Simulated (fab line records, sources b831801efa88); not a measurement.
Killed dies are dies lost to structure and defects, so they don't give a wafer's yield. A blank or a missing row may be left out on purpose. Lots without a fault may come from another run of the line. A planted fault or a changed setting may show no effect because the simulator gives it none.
fab line records | flow gf180mcu
record lots=5 wafers=15 last_day=33
route steps=602 shown DUAL_GATE@156 POLY_GATE@157 HV_LDD@176
lots that met no fault: from a run of the same line without faults
start_h: hours from the record's first day to the start of the lot's first wafer shown | wait_h: hours since the lot's step before | " the same as in the row above | L1.1+2: a row that stands for several wafers | - no value, or no start given | * or withheld: withheld | < > ~ a bound
route shown NAME@n: a module of which the file shows steps, and the number in the route of the first | usual: mean/standard deviation of fault-free wafers | same: alike in all rows | chamber/n: place in a boat | sites: the reading at each site | _std_site: their standard deviation | _edge_site: outer sites' mean less inner sites' | radius_mm: how far each site lies from the wafer's centre | mask NAME#n: copy n | behind: the tool/chamber that last shaped the wafer | hold: why the lot was held/for how many hours/how that ended | device: the transistor (n, p or np) that didn't switch | end of line: the same wafers' tests at the end of the route | a step without rows: its recipe alone | killed: dies lost to structure and defects at the first sort, not the wafer's yield | map: a wafer's dies, x killed, . not, _ none there
set.NAME: the setting as run; set.NAME@STEP: as run at that earlier step | model.NAME: the simulator's own value behind a step, which no gauge read
lots at some steps of the route; a table a step, a row a wafer
services: from which hour (start_h, from the record's first day; less than 0 if before it) a tool's chamber was out of use, for how many hours, and why
## steps
# step GF_DUAL_GATE_OXIDATION_15
# recipe temp_c=850 ambient=O2 stabilise_s=600 purge_s=300 target_thk_a=70.98 ox_time_s=1995
# usual spike_tc_top_C=865/4.2
# columns lot.wafer tool chamber start_h wait_h spike_tc_top_C
L075.4 furnace-02 0 194.15 5.8 869
L075.5 " 0 " " 870
L075.6 " 0 " " 870
L078.3 furnace-01 0 210.02 3.4 861
L078.5 " 0 " " 860
L078.6 " 0 " " 861
L080.4 furnace-01 0 221.51 0.5 861
L080.5 " 0 " " 859
L080.6 " 0 " " 862
L082.1 furnace-01 0 231.51 0.7 861
L082.2 " 0 " " 862
L082.5 " 0 " " 861
L093.1 furnace-02 0 305.48 0.5 867
L093.4 " 0 " " 869
L093.5 " 0 " " 868
# step GF_POLY_GATE_CVD_00
# recipe material=poly-Si target_thk_nm=200 temp_c=620 time_s=1200 pressure_mtorr=200
# usual spike_tc_top_C=640/4
# columns lot.wafer tool chamber start_h wait_h spike_tc_top_C
L075.4 lpcvd-01 0 195.71 0.0 644
L075.5 " 0 " " 645
L075.6 " 0 " " 641
L078.3 lpcvd-02 0 211.57 0.0 636
L078.5 " 0 " " 636
L078.6 " 0 " " 636
L080.4 lpcvd-01 0 223.56 0.5 640
L080.5 " 0 " " 644
L080.6 " 0 " " 643
L082.1 lpcvd-01 0 233.56 0.5 643
L082.2 " 0 " " 642
L082.5 " 0 " " 643
L093.1 lpcvd-02 0 307.04 0.0 635
L093.4 " 0 " " 637
L093.5 " 0 " " 635
# step GF_POLY_GATE_THK_MEAS_01
# recipe reads=poly-Si_of_POLY_GATE_CVD_00
# usual POLY_GATE_CVD_00_THK=200.2/2.1
# columns lot.wafer tool chamber start_h wait_h POLY_GATE_CVD_00_THK[nm]
L075.4 film_metro-03 - 197.07 0.0 197.9
L075.5 " - " " 200.2
L075.6 " - " " 200.1
L078.3 film_metro-03 - 212.93 0.0 196.6
L078.5 " - " " 196.5
L078.6 " - " " 197.0
L080.4 film_metro-02 - 224.92 0.0 199.0
L080.5 " - " " 196.4
L080.6 " - " " 199.5
L082.1 film_metro-02 - 234.89 0.0 202.9
L082.2 " - " " 205.3
L082.5 " - " " 203.2
L093.1 film_metro-01 - 308.37 0.0 197.0
L093.4 " - " " 198.3
L093.5 " - " " 197.7
# step GF_POLY_GATE_DEHYDRATE_02
# recipe temp_c=200 time_s=60
# usual plate_temp_C=199.99/0.19
# columns lot.wafer tool chamber start_h wait_h plate_temp_C
L075.4 litho_track-01 0 203.86 6.8 200.03
L075.5 " 0 " " 200.12
L075.6 " 0 " " 199.96
L078.3 litho_track-01 0 220.78 7.8 200.09
L078.5 " 0 " " 199.99
L078.6 " 0 " " 200.20
L080.4 litho_track-01 0 233.26 8.3 200.04
L080.5 " 0 " " 200.04
L080.6 " 0 " " 200.21
L082.1 litho_track-02 0 243.46 8.6 200.13
L082.2 " 0 " " 199.97
L082.5 " 0 " " 200.38
L093.1 litho_track-01 0 318.28 9.9 199.81
L093.4 " 0 " " 199.48
L093.5 " 0 " " 200.03
# step GF_POLY_GATE_HMDS_03
# recipe prime_time_s=60 prime_temp_c=120
# columns lot.wafer tool chamber start_h wait_h
L075.4+5+6 litho_track-01 0 204.01 0.1
L078.3+5+6 litho_track-01 0 220.93 0.1
L080.4+5+6 litho_track-01 0 233.41 0.1
L082.1+2+5 litho_track-02 0 243.61 0.1
L093.1+4+5 litho_track-01 0 318.43 0.1
# step GF_POLY_GATE_COAT_04
# recipe resist=BARC temp_c=withheld time_s=withheld spin_rpm=withheld resist_thk_nm=withheld
# columns lot.wafer tool chamber start_h wait_h
L075.4+5+6 litho_track-01 0 204.16 0.1
L078.3+5+6 litho_track-01 0 221.08 0.1
L080.4+5+6 litho_track-01 0 233.56 0.1
L082.1+2+5 litho_track-02 0 243.76 0.1
L093.1+4+5 litho_track-01 0 318.58 0.1
# step GF_POLY_GATE_COAT_05
# recipe resist=KrF spin_rpm=withheld resist_thk_nm=700
# columns lot.wafer tool chamber start_h wait_h
L075.4+5+6 litho_track-01 0 - -
L078.3+5+6 litho_track-01 0 - -
L080.4+5+6 litho_track-01 0 - -
L082.1+2+5 litho_track-02 0 - -
L093.1+4+5 litho_track-01 0 - -
# step GF_POLY_GATE_SOFTBAKE_06
# recipe temp_c=130 time_s=60 resist=KrF
# usual plate_temp_C=130.00/0.12
# columns lot.wafer tool chamber start_h wait_h plate_temp_C
L075.4 litho_track-01 0 - - 130.09
L075.5 " 0 " " 129.92
L075.6 " 0 " " 130.06
L078.3 litho_track-01 0 - - 130.18
L078.5 " 0 " " 130.02
L078.6 " 0 " " 130.10
L080.4 litho_track-01 0 - - 129.83
L080.5 " 0 " " 129.91
L080.6 " 0 " " 129.99
L082.1 litho_track-02 0 - - 129.99
L082.2 " 0 " " 130.08
L082.5 " 0 " " 129.98
L093.1 litho_track-01 0 - - 130.03
L093.4 " 0 " " 129.90
L093.5 " 0 " " 130.08
# step GF_POLY_GATE_EXPOSE_07
# recipe mask_id=Poly2 target_cd_nm=280 na=0.68 source_shape=conventional sigma_outer=0.6 dose_mj=28
# columns lot.wafer tool chamber start_h wait_h mask
L075.4+5+6 krf_scanner-02 0 - - Poly2#0
L078.3+5+6 krf_scanner-01 0 - - Poly2#0
L080.4+5+6 krf_scanner-01 0 - - Poly2#0
L082.1+2+5 krf_scanner-01 0 - - Poly2#0
L093.1+4+5 krf_scanner-01 0 - - Poly2#0
# step GF_POLY_GATE_PEB_08
# recipe peb_temp_c=135 peb_time_s=90 resist=KrF
# usual plate_temp_C=135.02/0.16
# columns lot.wafer tool chamber start_h wait_h plate_temp_C
L075.4 litho_track-02 0 - - 134.93
L075.5 " 0 " " 134.72
L075.6 " 0 " " 134.80
L078.3 litho_track-02 0 - - 134.86
L078.5 " 0 " " 134.78
L078.6 " 0 " " 134.92
L080.4 litho_track-03 0 - - 135.45
L080.5 " 0 " " 135.18
L080.6 " 0 " " 135.35
L082.1 litho_track-01 0 - - 135.31
L082.2 " 0 " " 135.19
L082.5 " 0 " " 135.17
L093.1 litho_track-02 0 - - 135.06
L093.4 " 0 " " 134.93
L093.5 " 0 " " 135.25
# step GF_POLY_GATE_DEVELOP_09
# recipe develop_time_s=60 resist=KrF dev_temp_c=21
# columns lot.wafer tool chamber start_h wait_h
L075.4+5+6 litho_track-02 0 213.28 0.1
L078.3+5+6 litho_track-02 0 230.11 0.1
L080.4+5+6 litho_track-03 0 242.81 0.1
L082.1+2+5 litho_track-01 0 253.03 0.2
L093.1+4+5 litho_track-02 0 328.56 0.2
# step GF_POLY_GATE_CD_MEAS_10
# recipe target_cd_nm=280
# usual cd_nm=280.6/0.89
# columns lot.wafer tool chamber start_h wait_h cd_nm
L075.4 cd_sem-01 - 213.42 0.1 280.0
L075.5 " - " " 278.6
L075.6 " - " " 279.4
L078.3 cd_sem-01 - 230.25 0.1 280.3
L078.5 " - " " 280.4
L078.6 " - " " 280.6
L080.4 cd_sem-02 - 242.95 0.1 280.5
L080.5 " - " " 280.1
L080.6 " - " " 280.1
L082.1 cd_sem-02 - 253.18 0.1 281.2
L082.2 " - " " 280.0
L082.5 " - " " 281.3
L093.1 cd_sem-01 - 328.71 0.1 280.8
L093.4 " - " " 281.1
L093.5 " - " " 281.9
# step GF_POLY_GATE_OVL_MEAS_11
# usual POLY_GATE_OVL=3/5.8
# columns lot.wafer tool chamber start_h wait_h POLY_GATE_OVL[nm]
L075.4 overlay-02 - 213.50 0.1 8
L075.5 " - " " 6
L075.6 " - " " 3
L078.3 overlay-01 - 230.34 0.1 -4
L078.5 " - " " -7
L078.6 " - " " 1
L080.4 overlay-02 - 243.02 0.1 -2
L080.5 " - " " 4
L080.6 " - " " 1
L082.1 overlay-01 - 253.30 0.1 10
L082.2 " - " " 11
L082.5 " - " " 14
L093.1 overlay-01 - 328.83 0.1 1
L093.4 " - " " -2
L093.5 " - " " 2
# step GF_POLY_GATE_ETCH_12
# recipe chemistry=N2/H2 target_depth_a=withheld overetch_a=withheld time_s=withheld target=BARC ion_energy_ev=200 source_w=500 bias_w=100 pressure_mtorr=30 n2_flow_sccm=100 h2_flow_sccm=200
# usual drypump_motor_current_A=5.7/0.41 oes_product_au=0.736/0.0048 throttle_valve_pct=13.213/0.0091
# columns lot.wafer tool chamber start_h wait_h drypump_motor_current_A oes_product_au throttle_valve_pct
L075.4 rie_diel-01 2 213.54 0.0 5.6 0.735 13.221
L075.5 " 0 " " 5.6 0.736 13.213
L075.6 " 3 " " 5.2 0.735 13.214
L078.3 rie_diel-01 0 230.36 0.0 5.6 0.742 13.212
L078.5 " 1 " " 5.5 0.733 13.198
L078.6 " 2 " " 5.6 0.734 13.217
L080.4 rie_diel-03 1 243.07 0.0 6.1 0.733 13.222
L080.5 " 3 " " 6.0 0.731 13.189
L080.6 " 2 " " 6.3 0.730 13.211
L082.1 rie_diel-01 1 253.34 0.0 5.6 0.737 13.202
L082.2 " 0 " " 5.6 0.739 13.202
L082.5 " 3 " " 5.2 0.735 13.207
L093.1 rie_diel-03 2 328.86 0.0 6.3 0.738 13.227
L093.4 " 2 " " 6.3 0.738 13.219
L093.5 " 1 " " 6.1 0.734 13.197
# step GF_POLY_GATE_ETCH_13
# recipe target=poly-Si target_depth_nm=198.5 stop_on=SiO2 over_etch_frac=0.403 chemistry=HBr/Cl2 icp_w=400 bias_w=100 pressure_mtorr=10 HBr_flow_sccm=150 Cl2_flow_sccm=50 time_s=69.6
# usual drypump_motor_current_A=5.6/0.5 oes_product_au=0.993/0.0073 throttle_valve_pct=33.685/0.0086
# columns lot.wafer tool chamber start_h wait_h drypump_motor_current_A oes_product_au rf_hours_counter_h throttle_valve_pct
L075.4 rie_si-02 1 213.56 - 5.8 1.001 60 33.677
L075.5 " 0 " " 5.9 0.994 - 33.690
L075.6 " 3 " " 5.5 1.002 - 33.698
L078.3 rie_si-02 2 230.41 - 5.0 0.976 101 33.692
L078.5 " 2 " " 5.0 0.981 - 33.688
L078.6 " 1 " " 5.8 0.982 - 33.684
L080.4 rie_si-01 1 243.09 - 6.2 0.985 104 33.684
L080.5 " 0 " " 6.2 0.993 - 33.685
L080.6 " 3 " " 5.3 0.992 - 33.676
L082.1 rie_si-01 0 253.39 - 6.2 0.997 77 33.680
L082.2 " 3 " " 5.2 1.001 0 33.694
L082.5 " 3 " " 5.2 0.987 - 33.682
L093.1 rie_si-02 3 328.91 - 5.5 0.988 4 33.685
L093.4 " 2 " " 5.0 0.992 - 33.702
L093.5 " 3 " " 5.5 0.990 - 33.687
# step GF_POLY_GATE_STRIP_14
# recipe chemistry=O2/N2 power_w=1400 pressure_mtorr=1500 platen_temp_c=250 o2_flow_sccm=3000 n2_flow_sccm=300 overash_fraction=0.5
# usual drypump_motor_current_A=5.7/0.51 heater_power_w=358/41 o2_flow_sccm=3000/9 oes_product_au=0.506/0.0049
# columns lot.wafer tool chamber start_h wait_h drypump_motor_current_A heater_power_w o2_flow_sccm oes_product_au rf_hours_counter_h
L075.4 plasma_asher-02 0 213.65 0.1 5.1 314 3008 0.497 -
L075.5 " 1 " " 6.3 347 3007 0.509 -
L075.6 " 0 " " 5.1 317 2998 0.501 -
L078.3 plasma_asher-02 0 230.50 0.1 5.1 308 3012 0.510 -
L078.5 " 1 " " 6.3 345 3001 0.502 -
L078.6 " 0 " " 5.1 310 3028 0.506 -
L080.4 plasma_asher-02 1 243.18 0.1 6.3 348 3013 0.508 -
L080.5 " 1 " " 6.3 344 3002 0.496 -
L080.6 " 0 " " 5.1 306 3001 0.508 -
L082.1 plasma_asher-04 0 253.45 0.0 5.4 416 2995 0.505 14
L082.2 " 1 " " 6.2 353 2995 0.517 14
L082.5 " 0 " " 5.4 417 3011 0.498 -
L093.1 plasma_asher-01 0 328.97 0.0 5.8 299 3001 0.515 70
L093.4 " 0 " " 5.8 302 3004 0.504 -
L093.5 " 0 " " 5.8 303 3005 0.503 -
# step GF_POLY_GATE_CLEAN_15
# recipe chemistry=SC1/SC2 mix=1:4:20 temp_c=70 time_s=150 dry=n2_spin
# columns lot.wafer tool chamber start_h wait_h
L075.4+5+6 wet_bench-04 1 213.72 0.0
L078.3+5+6 wet_bench-01 0 230.57 0.0
L080.4+5+6 wet_bench-03 0 243.25 0.0
L082.1+2+5 wet_bench-04 2 253.55 0.1
L093.1+4+5 wet_bench-01 0 329.07 0.1
# step GF_POLY_GATE_OXIDATION_16
# recipe temp_c=850 ambient=O2 stabilise_s=600 purge_s=300 target_thk_a=40 ox_time_s=899
# usual spike_tc_top_C=867/3.7
# columns lot.wafer tool chamber start_h wait_h spike_tc_top_C
L075.4 furnace-02 0 213.77 0.0 868
L075.5 " 0 " " 870
L075.6 " 0 " " 870
L078.3 furnace-02 0 231.40 0.8 867
L078.5 " 0 " " 869
L078.6 " 0 " " 868
L080.4 furnace-01 0 243.30 0.0 860
L080.5 " 0 " " 862
L080.6 " 0 " " 861
L082.1 furnace-02 0 254.26 0.7 869
L082.2 " 0 " " 869
L082.5 " 0 " " 869
L093.1 furnace-01 0 329.43 0.3 860
L093.4 " 0 " " 861
L093.5 " 0 " " 861
# step GF_POLY_GATE_THK_MEAS_17
# recipe reads=SiO2_of_POLY_GATE_OXIDATION_16
# usual POLY_GATE_OXIDATION_THK=4.02/0.074
# columns lot.wafer tool chamber start_h wait_h POLY_GATE_OXIDATION_THK[nm]
L075.4 film_metro-02 - 215.05 0.0 4.03
L075.5 " - " " 4.07
L075.6 " - " " 4.11
L078.3 film_metro-03 - 232.67 0.0 4.01
L078.5 " - " " 4.02
L078.6 " - " " 3.98
L080.4 film_metro-03 - 244.58 0.0 3.98
L080.5 " - " " 3.95
L080.6 " - " " 3.99
L082.1 film_metro-03 - 255.51 0.0 3.84
L082.2 " - " " 3.85
L082.5 " - " " 3.93
L093.1 film_metro-01 - 330.68 0.0 3.97
L093.4 " - " " 4.05
L093.5 " - " " 4.00
# step GF_POLY_GATE_CD_MEAS_18
# usual cd_nm=280.6/1.7
# columns lot.wafer tool chamber start_h wait_h cd_nm
L075.4 cd_sem-01 - 215.16 0.1 282.9
L075.5 " - " " 279.6
L075.6 " - " " 279.5
L078.3 cd_sem-02 - 232.77 0.1 280.5
L078.5 " - " " 280.7
L078.6 " - " " 280.9
L080.4 cd_sem-01 - 244.69 0.1 282.1
L080.5 " - " " 277.5
L080.6 " - " " 280.8
L082.1 cd_sem-02 - 255.57 0.1 278.8
L082.2 " - " " 279.3
L082.5 " - " " 279.9
L093.1 cd_sem-02 - 330.74 0.1 280.3
L093.4 " - " " 280.4
L093.5 " - " " 283.2
# step GF_HV_LDD_DEHYDRATE_00
# recipe temp_c=200 time_s=60
# usual plate_temp_C=200.02/0.18
# columns lot.wafer tool chamber start_h wait_h plate_temp_C
L075.4 litho_track-04 0 223.15 8.0 200.40
L075.5 " 0 " " 200.37
L075.6 " 0 " " 200.06
L078.3 litho_track-04 0 241.17 8.4 200.19
L078.5 " 0 " " 200.48
L078.6 " 0 " " 200.28
L080.4 litho_track-04 0 253.50 8.8 200.50
L080.5 " 0 " " 200.23
L080.6 " 0 " " 200.21
L082.1 litho_track-03 0 263.99 8.4 200.00
L082.2 " 0 " " 199.94
L082.5 " 0 " " 200.09
L093.1 litho_track-01 0 341.73 11.0 200.05
L093.4 " 0 " " 200.08
L093.5 " 0 " " 200.00
# step GF_HV_LDD_HMDS_01
# recipe prime_time_s=60 prime_temp_c=120
# columns lot.wafer tool chamber start_h wait_h
L075.4+5+6 litho_track-04 0 223.30 0.1
L078.3+5+6 litho_track-04 0 241.32 0.1
L080.4+5+6 litho_track-04 0 253.65 0.1
L082.1+2+5 litho_track-03 0 264.14 0.1
L093.1+4+5 litho_track-01 0 341.88 0.1
# step GF_HV_LDD_COAT_02
# recipe resist=NOVOLAK spin_rpm=3000 resist_thk_nm=1000
# columns lot.wafer tool chamber start_h wait_h
L075.4+5+6 litho_track-04 0 223.45 0.1
L078.3+5+6 litho_track-04 0 241.47 0.1
L080.4+5+6 litho_track-04 0 253.80 0.1
L082.1+2+5 litho_track-03 0 264.29 0.1
L093.1+4+5 litho_track-01 0 342.03 0.1
# step GF_HV_LDD_SOFTBAKE_03
# recipe temp_c=90 time_s=60 resist=NOVOLAK
# usual plate_temp_C=89.99/0.13
# columns lot.wafer tool chamber start_h wait_h plate_temp_C
L075.4 litho_track-04 0 223.60 0.1 90.28
L075.5 " 0 " " 90.22
L075.6 " 0 " " 90.11
L078.3 litho_track-04 0 241.62 0.1 89.99
L078.5 " 0 " " 90.05
L078.6 " 0 " " 90.02
L080.4 litho_track-04 0 253.95 0.1 89.86
L080.5 " 0 " " 90.14
L080.6 " 0 " " 90.04
L082.1 litho_track-03 0 264.44 0.1 90.10
L082.2 " 0 " " 90.01
L082.5 " 0 " " 90.03
L093.1 litho_track-01 0 342.18 0.1 90.26
L093.4 " 0 " " 89.94
L093.5 " 0 " " 90.07
# step GF_HV_LDD_EXPOSE_04
# recipe mask_id=Nplus_LV_AREA target_cd_nm=400 na=0.6 source_shape=conventional sigma_outer=0.6 dose_mj=140
# columns lot.wafer tool chamber start_h wait_h mask
L075.4+5+6 iline_stepper-02 0 - - Nplus_LV_AREA#0
L078.3+5+6 iline_stepper-02 0 - - Nplus_LV_AREA#0
L080.4+5+6 iline_stepper-01 0 - - Nplus_LV_AREA#0
L082.1+2+5 iline_stepper-01 0 - - Nplus_LV_AREA#0
L093.1+4+5 iline_stepper-02 0 - - Nplus_LV_AREA#0
# step GF_HV_LDD_PEB_05
# recipe temp_c=withheld time_s=* resist=NOVOLAK
# columns lot.wafer tool chamber start_h wait_h
L075.4+5+6 litho_track-03 0 - -
L078.3+5+6 litho_track-01 0 - -
L080.4+5+6 litho_track-01 0 - -
L082.1+2+5 litho_track-01 0 - -
L093.1+4+5 litho_track-04 0 - -
# step GF_HV_LDD_DEVELOP_06
# recipe develop_time_s=60 dev_temp_c=23
# columns lot.wafer tool chamber start_h wait_h
L075.4+5+6 litho_track-03 0 232.16 0.1
L078.3+5+6 litho_track-01 0 250.28 0.1
L080.4+5+6 litho_track-01 0 262.71 0.1
L082.1+2+5 litho_track-01 0 274.43 0.1
L093.1+4+5 litho_track-04 0 352.62 0.1
# step GF_HV_LDD_CD_MEAS_07
# recipe target_cd_nm=400
# usual cd_nm=401.0/2.6
# columns lot.wafer tool chamber start_h wait_h cd_nm
L075.4 cd_sem-02 - 232.30 0.1 402.6
L075.5 " - " " 402.6
L075.6 " - " " 403.5
L078.3 cd_sem-02 - 250.42 0.1 399.0
L078.5 " - " " 396.3
L078.6 " - " " 396.6
L080.4 cd_sem-02 - 262.84 0.1 401.6
L080.5 " - " " 401.7
L080.6 " - " " 400.8
L082.1 cd_sem-01 - 274.58 0.1 405.0
L082.2 " - " " 404.2
L082.5 " - " " 404.2
L093.1 cd_sem-01 - 352.77 0.1 398.4
L093.4 " - " " 396.9
L093.5 " - " " 398.1
# step GF_HV_LDD_OVL_MEAS_08
# usual HV_LDD_OVL=2.1/1.3
# columns lot.wafer tool chamber start_h wait_h HV_LDD_OVL[nm]
L075.4 overlay-01 - 232.37 0.1 0.3
L075.5 " - " " 0.2
L075.6 " - " " 1.6
L078.3 overlay-02 - 250.52 0.1 0.0
L078.5 " - " " 2.2
L078.6 " - " " 1.4
L080.4 overlay-02 - 262.92 0.1 1.6
L080.5 " - " " 0.4
L080.6 " - " " 3.6
L082.1 overlay-02 - 274.70 0.1 3.1
L082.2 " - " " 0.7
L082.5 " - " " 1.8
L093.1 overlay-01 - 352.89 0.1 1.1
L093.4 " - " " 1.8
L093.5 " - " " 1.2
# step GF_HV_LDD_IMPLANT_09
# recipe species=As energy_kev=40 dose_cm2=1e+14 tilt_deg=7
# columns lot.wafer tool chamber start_h wait_h
L075.4+5+6 implanter-03 0 232.47 0.1
L078.3+5+6 implanter-04 0 250.59 0.1
L080.4+5+6 implanter-04 0 263.01 0.1
L082.1+2+5 implanter-03 0 274.74 0.0
L093.1+4+5 implanter-01 0 352.93 0.0
# step GF_HV_LDD_STRIP_10
# recipe chemistry=O2/N2 power_w=1400 pressure_mtorr=1500 platen_temp_c=250 o2_flow_sccm=3000 n2_flow_sccm=300 overash_fraction=0.5
# usual drypump_motor_current_A=5.6/0.55 heater_power_w=331/33 o2_flow_sccm=3001/8.5 oes_product_au=0.715/0.0048 strip_time_to_endpoint_s=12.65/0.038
# columns lot.wafer tool chamber start_h wait_h drypump_motor_current_A heater_power_w o2_flow_sccm oes_product_au rf_hours_counter_h strip_time_to_endpoint_s
L075.4 plasma_asher-02 1 232.58 0.1 6.3 331 3009 0.715 - 12.69
L075.5 " 0 " " 5.1 305 2995 0.723 - 12.69
L075.6 " 1 " " 6.3 338 3001 0.723 - 12.71
L078.3 plasma_asher-03 1 250.72 0.1 6.1 414 3007 0.710 - 12.54
L078.5 " 1 " " 6.1 406 3008 0.719 - 12.61
L078.6 " 0 " " 5.4 305 3000 0.720 - 12.61
L080.4 plasma_asher-03 0 263.12 0.1 5.5 296 3008 0.714 - 12.62
L080.5 " 0 " " 5.5 297 3005 0.712 - 12.62
L080.6 " 1 " " 6.1 409 2996 0.714 - 12.61
L082.1 plasma_asher-01 1 274.89 0.1 4.8 340 2998 0.718 65 12.62
L082.2 " 0 " " 5.8 300 2997 0.716 65 12.63
L082.5 " 1 " " 4.8 347 2984 0.713 - 12.67
L093.1 plasma_asher-02 0 353.08 0.1 5.1 309 3004 0.722 57 12.70
L093.4 " 0 " " 5.1 303 2997 0.720 - 12.71
L093.5 " 0 " " 5.1 308 3002 0.712 - 12.70
# step GF_HV_LDD_TW_MEAS_11
# usual HV_LDD_TW=2409/28
# columns lot.wafer tool chamber start_h wait_h HV_LDD_TW
L075.4 film_metro-04 - 232.67 0.1 2420
L075.5 " - " " 2437
L075.6 " - " " 2445
L078.3 film_metro-01 - 250.81 0.1 2393
L078.5 " - " " 2391
L078.6 " - " " 2392
L080.4 film_metro-04 - 263.22 0.1 2443
L080.5 " - " " 2441
L080.6 " - " " 2450
L082.1 film_metro-02 - 274.99 0.1 2382
L082.2 " - " " 2387
L082.5 " - " " 2395
L093.1 film_metro-01 - 353.18 0.1 2411
L093.4 " - " " 2417
L093.5 " - " " 2395
# step GF_HV_LDD_DEHYDRATE_12
# recipe temp_c=200 time_s=60
# usual plate_temp_C=199.99/0.18
# columns lot.wafer tool chamber start_h wait_h plate_temp_C
L075.4 litho_track-03 0 241.11 8.4 200.09
L075.5 " 0 " " 199.75
L075.6 " 0 " " 199.81
L078.3 litho_track-03 0 259.94 9.1 199.96
L078.5 " 0 " " 199.96
L078.6 " 0 " " 200.25
L080.4 litho_track-04 0 272.75 9.5 199.85
L080.5 " 0 " " 200.12
L080.6 " 0 " " 199.97
L082.1 litho_track-04 0 283.92 8.9 199.99
L082.2 " 0 " " 200.13
L082.5 " 0 " " 200.03
L093.1 litho_track-01 0 364.03 10.8 199.93
L093.4 " 0 " " 199.99
L093.5 " 0 " " 200.03
# step GF_HV_LDD_HMDS_13
# recipe prime_time_s=60 prime_temp_c=120
# columns lot.wafer tool chamber start_h wait_h
L075.4+5+6 litho_track-03 0 241.26 0.1
L078.3+5+6 litho_track-03 0 260.09 0.1
L080.4+5+6 litho_track-04 0 272.90 0.1
L082.1+2+5 litho_track-04 0 284.07 0.1
L093.1+4+5 litho_track-01 0 364.18 0.1
# step GF_HV_LDD_COAT_14
# recipe resist=NOVOLAK spin_rpm=3000 resist_thk_nm=1000
# columns lot.wafer tool chamber start_h wait_h
L075.4+5+6 litho_track-03 0 241.41 0.1
L078.3+5+6 litho_track-03 0 260.24 0.1
L080.4+5+6 litho_track-04 0 273.05 0.1
L082.1+2+5 litho_track-04 0 284.22 0.1
L093.1+4+5 litho_track-01 0 364.33 0.1
# step GF_HV_LDD_SOFTBAKE_15
# recipe temp_c=90 time_s=60 resist=NOVOLAK
# usual plate_temp_C=89.98/0.13
# columns lot.wafer tool chamber start_h wait_h plate_temp_C
L075.4 litho_track-03 0 241.56 0.1 89.84
L075.5 " 0 " " 89.85
L075.6 " 0 " " 90.03
L078.3 litho_track-03 0 260.39 0.1 89.80
L078.5 " 0 " " 89.87
L078.6 " 0 " " 90.11
L080.4 litho_track-04 0 273.20 0.1 89.88
L080.5 " 0 " " 89.99
L080.6 " 0 " " 89.94
L082.1 litho_track-04 0 284.37 0.1 89.94
L082.2 " 0 " " 90.00
L082.5 " 0 " " 90.01
L093.1 litho_track-01 0 364.48 0.1 90.06
L093.4 " 0 " " 89.88
L093.5 " 0 " " 89.87
# step GF_HV_LDD_EXPOSE_16
# recipe mask_id=Pplus_LV_AREA target_cd_nm=400 na=0.6 source_shape=conventional sigma_outer=0.6 dose_mj=140
# columns lot.wafer tool chamber start_h wait_h mask
L075.4+5+6 iline_stepper-01 0 - - Pplus_LV_AREA#0
L078.3+5+6 iline_stepper-02 0 - - Pplus_LV_AREA#0
L080.4+5+6 iline_stepper-01 0 - - Pplus_LV_AREA#0
L082.1+2+5 iline_stepper-01 0 - - Pplus_LV_AREA#0
L093.1+4+5 iline_stepper-02 0 - - Pplus_LV_AREA#0
# step GF_HV_LDD_PEB_17
# recipe temp_c=withheld time_s=* resist=NOVOLAK
# columns lot.wafer tool chamber start_h wait_h
L075.4+5+6 litho_track-04 0 - -
L078.3+5+6 litho_track-04 0 - -
L080.4+5+6 litho_track-01 0 - -
L082.1+2+5 litho_track-01 0 - -
L093.1+4+5 litho_track-04 0 - -
# step GF_HV_LDD_DEVELOP_18
# recipe develop_time_s=60 dev_temp_c=23
# columns lot.wafer tool chamber start_h wait_h
L075.4+5+6 litho_track-04 0 250.30 0.1
L078.3+5+6 litho_track-04 0 269.62 0.1
L080.4+5+6 litho_track-01 0 282.46 0.1
L082.1+2+5 litho_track-01 0 294.08 0.1
L093.1+4+5 litho_track-04 0 374.92 0.1
# step GF_HV_LDD_CD_MEAS_19
# recipe target_cd_nm=400
# usual cd_nm=400.8/2.2
# columns lot.wafer tool chamber start_h wait_h cd_nm
L075.4 cd_sem-01 - 250.43 0.1 404.2
L075.5 " - " " 401.5
L075.6 " - " " 405.6
L078.3 cd_sem-01 - 269.76 0.1 401.5
L078.5 " - " " 402.5
L078.6 " - " " 402.8
L080.4 cd_sem-02 - 282.59 0.1 400.0
L080.5 " - " " 400.9
L080.6 " - " " 403.7
L082.1 cd_sem-01 - 294.23 0.1 402.7
L082.2 " - " " 401.2
L082.5 " - " " 402.3
L093.1 cd_sem-02 - 375.07 0.1 399.4
L093.4 " - " " 396.5
L093.5 " - " " 396.2
# step GF_HV_LDD_OVL_MEAS_20
# usual HV_LDD_01_OVL=0.5/1.4
# columns lot.wafer tool chamber start_h wait_h HV_LDD_01_OVL[nm]
L075.4 overlay-01 - 250.51 0.1 1.1
L075.5 " - " " 0.4
L075.6 " - " " 2.0
L078.3 overlay-01 - 269.85 0.1 -1.0
L078.5 " - " " 1.3
L078.6 " - " " -1.1
L080.4 overlay-02 - 282.67 0.1 -0.6
L080.5 " - " " -1.4
L080.6 " - " " -0.2
L082.1 overlay-01 - 294.35 0.1 -0.4
L082.2 " - " " -0.9
L082.5 " - " " -0.1
L093.1 overlay-01 - 375.19 0.1 -2.2
L093.4 " - " " -0.3
L093.5 " - " " 0.9
# step GF_HV_LDD_IMPLANT_21
# recipe species=BF2 energy_kev=25 dose_cm2=5e+13 tilt_deg=7
# columns lot.wafer tool chamber start_h wait_h
L075.4+5+6 implanter-01 0 250.60 0.1
L078.3+5+6 implanter-01 0 269.93 0.1
L080.4+5+6 implanter-04 0 282.76 0.1
L082.1+2+5 implanter-04 0 294.39 0.0
L093.1+4+5 implanter-04 0 375.23 0.0
## services
# columns tool chamber start_h hours kind
plasma_asher-02 - 170.45 0.4 repair
krf_scanner-01 - 174.49 0.5 repair
rie_si-02 - 175.73 0.8 repair
krf_scanner-01 - 186.11 0.8 repair
furnace-02 - 206.71 4.2 pm
rie_diel-01 1 211.59 5.3 repair
rie_diel-01 1 219.67 1.6 repair
krf_scanner-01 - 225.62 1.0 pm
iline_stepper-02 - 232.75 1.7 pm
implanter-04 - 237.49 0.9 repair
krf_scanner-01 - 249.50 0.9 repair
plasma_asher-02 - 262.34 2.8 pm
krf_scanner-01 - 263.74 1.3 pm
iline_stepper-01 - 266.55 1.7 pm
implanter-04 - 294.63 18.8 repair
furnace-01 - 298.78 4.0 pm
krf_scanner-01 - 305.22 0.8 pm
furnace-02 - 307.22 8.6 repair
iline_stepper-02 - 343.63 4.8 repair
iline_stepper-01 - 351.48 4.7 repair
furnace-01 - 351.51 2.9 pm
implanter-04 - 352.72 3.5 pm
iline_stepper-01 - 358.76 7.0 repair
furnace-02 - 366.54 3.3 pm
## key
fault none
